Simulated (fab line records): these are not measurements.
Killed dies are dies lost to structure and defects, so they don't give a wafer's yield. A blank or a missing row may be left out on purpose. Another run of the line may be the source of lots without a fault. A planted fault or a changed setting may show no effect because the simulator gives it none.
Which tool is to blame?    flow gf180mcu    39 wafers from 13 lots sampled at 5 of the route's 602 steps

## WHAT THE GAUGES SHOWED, per wafer
GF_V3_THK_MEAS_01.
lot   measured      on             V3_CVD_00_THK (nm)
L744  day 21 23:39  film_metro-02  576 586 588
L745  day 22 04:16  film_metro-02  588 576 588
L747  day 23 03:28  film_metro-01  587 584 586
L748  day 23 10:22  film_metro-01  583 581 584
L749  day 24 02:19  film_metro-01  572 565 566
L751  day 24 09:51  film_metro-02  582 580 581
L757  day 26 09:42  film_metro-01  592 590 591
L759  day 26 22:47  film_metro-02  585 592 577
L760  day 27 04:46  film_metro-02  593 577 593
L761  day 27 21:40  film_metro-02  582 575 582
L762  day 28 01:22  film_metro-03  593 588 593
L763  day 28 01:59  film_metro-03  584 585 582
L764  day 28 07:33  film_metro-02  596 594 599

GF_V4_THK_MEAS_01.
lot   measured      on             V4_CVD_00_THK (nm)
L744  day 24 02:56  film_metro-01  591 591 597
L745  day 24 05:29  film_metro-01  595 601 599
L747  day 25 03:54  film_metro-04  594 596 597
L748  day 25 08:44  film_metro-01  598 600 594
L749  day 25 23:49  film_metro-04  590 595 601
L751  day 26 07:23  film_metro-04  588 584 584
L757  day 28 05:46  film_metro-01  592 592 893
L759  day 28 17:45  film_metro-04  890 590 887
L760  day 29 00:14  film_metro-04  604 598 609
L761  day 29 16:25  film_metro-02  614 604 618
L762  day 29 20:14  film_metro-04  602 601 602
L763  day 29 21:01  film_metro-02  609 599 601
L764  day 30 01:50  film_metro-02  599 603 604

## TOOL THAT RAN EACH LOT (tool first, then ch and the chambers of the sampled wafers, then the start)
lot   GF_V3_CVD_02                     GF_V3_CVD_23                   GF_V4_CVD_00
L744  pecvd-04 ch 0,1, day 21 23:42    cvd_w-02 ch 0,1, day 23 01:04  hdpcvd-02 ch 0,1,2, day 24 02:52
L745  pecvd-04 ch 0,1,2, day 22 04:19  cvd_w-02 ch 0,1, day 23 05:44  hdpcvd-02 ch 0,1,2, day 24 05:25
L747  pecvd-03 ch 0,1,2, day 23 03:32  cvd_w-01 ch 0,1, day 24 03:24  hdpcvd-02 ch 0,2, day 25 03:50
L748  pecvd-03 ch 0,1, day 23 10:25    cvd_w-02 ch 0,1, day 24 08:39  hdpcvd-01 ch 0,1, day 25 08:40
L749  pecvd-01 ch 0,1,2, day 24 02:23  cvd_w-01 ch 0,1, day 25 01:24  hdpcvd-02 ch 0,1, day 25 23:45
L751  pecvd-03 ch 0,1,2, day 24 09:55  cvd_w-01 ch 0,1, day 25 08:35  hdpcvd-02 ch 1,2, day 26 07:19
L757  pecvd-04 ch 0,2, day 26 09:46    cvd_w-02 ch 0,1, day 27 07:56  hdpcvd-02 ch 0,1,2, day 28 05:42
L759  pecvd-01 ch 0,1, day 26 22:51    cvd_w-02 ch 0,1, day 27 20:50  hdpcvd-02 ch 0,2, day 28 17:38
L760  pecvd-01 ch 0,1,2, day 27 04:49  cvd_w-02 ch 0,1, day 28 02:59  hdpcvd-01 ch 0,1,2, day 29 00:09
L761  pecvd-04 ch 1,2, day 27 21:43    cvd_w-01 ch 0,1, day 28 19:02  hdpcvd-01 ch 1,2, day 29 16:19
L762  pecvd-04 ch 1,2, day 28 01:25    cvd_w-01 ch 0,1, day 28 22:46  hdpcvd-01 ch 1,2, day 29 20:09
L763  pecvd-01 ch 0,1,2, day 28 02:02  cvd_w-01 ch 0,1, day 28 23:36  hdpcvd-01 ch 0,1,2, day 29 20:56
L764  pecvd-01 ch 0,1, day 28 07:37    cvd_w-01 ch 0,1, day 29 04:41  hdpcvd-01 ch 0,2, day 30 01:46
- GF_V3_CVD_02: deposits SiO2 from TEOS, target thk 850 nm, time 94.851 s.
- GF_V3_CVD_23: deposits W, target thk 350 nm, time 104.9 s.
- GF_V4_CVD_00: deposits SiO2, target thk 600 nm, time 100 s.

## AS READ BY THE TOOLS THEMSELVES (means over the sampled wafers that have a number; for cases with no such wafer, the mark the record gives instead)
GF_V3_CVD_02.
lot   tool      heater_power_w (W)
L744  pecvd-04  684
L745  pecvd-04  609
L747  pecvd-03  579
L748  pecvd-03  550
L749  pecvd-01  635
L751  pecvd-03  617
L757  pecvd-04  611
L759  pecvd-01  597
L760  pecvd-01  582
L761  pecvd-04  633
L762  pecvd-04  653
L763  pecvd-01  624
L764  pecvd-01  613

GF_V3_CVD_23.
lot   tool      heater_power_w (W)
L744  cvd_w-02  906
L745  cvd_w-02  878
L747  cvd_w-01  975
L748  cvd_w-02  888
L749  cvd_w-01  860
L751  cvd_w-01  961
L757  cvd_w-02  893
L759  cvd_w-02  901
L760  cvd_w-02  906
L761  cvd_w-01  978
L762  cvd_w-01  852
L763  cvd_w-01  976
L764  cvd_w-01  856

GF_V4_CVD_00.
lot   tool       sih4_flow_sccm (sccm)
L744  hdpcvd-02  59.89
L745  hdpcvd-02  60.14
L747  hdpcvd-02  60.04
L748  hdpcvd-01  59.89
L749  hdpcvd-02  59.82
L751  hdpcvd-02  59.98
L757  hdpcvd-02  69.93
L759  hdpcvd-02  79.94
L760  hdpcvd-01  60.07
L761  hdpcvd-01  59.79
L762  hdpcvd-01  60.30
L763  hdpcvd-01  60.02
L764  hdpcvd-01  60.03

## THE ANSWER, worked out from the rows above alone
Rule: the lots themselves supply what counts as usual. Put in order of their means at a reading, lots are off if they are a third of the lots or fewer, leave a main group of 4 or more, and stand apart from it by a gap of 3 or more times the standard deviation of the main group's means; of several such gaps the widest counts. Not used: any main group whose means are identical at the precision the tables above print for the reading. A lot without any number at a reading at which 4 lots or more have one is off too. All remaining lots with rows at the step are treated as sound. The gauges are gone through in route order, then the tools' own readings, and for those a lot's mean is taken as printed above. At the first step where some lot is off, the reading lying furthest off is the one used; lots without a number count as furthest.
Off: at GF_V4_THK_MEAS_01 (V4_CVD_00_THK), L757, L759. Main group: mean 599 nm, sd 6.6.
If a tool, at a process step before that reading, ran all the lots that are off and no sound lot after the first of them, it fits. The gauges at GF_V4_THK_MEAS_01 aren't tried: what is off there is off at GF_V4_CVD_00 too, on other tools, and a gauge's error can't cause that. One fits: hdpcvd-02 at GF_V4_CVD_00. A fault onset in the window from L751 (day 26 07:19, its last sound lot) to L757 (day 28 05:42, its first lot off) fits.
The tool's own readings at GF_V4_CVD_00 bear it out: on the lots that are off they differ by more than 5 times the standard deviation of the sound lots' means. sih4_flow_sccm reads 74.94 sccm there against 60.00 sccm on the sound lots.

## WHAT THE SIMULATOR HAD PUT IN
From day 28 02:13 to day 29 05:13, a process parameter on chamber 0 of hdpcvd-02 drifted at GF_V4_CVD_00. Setting sih4_flow_sccm, moved by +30, from 60. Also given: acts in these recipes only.
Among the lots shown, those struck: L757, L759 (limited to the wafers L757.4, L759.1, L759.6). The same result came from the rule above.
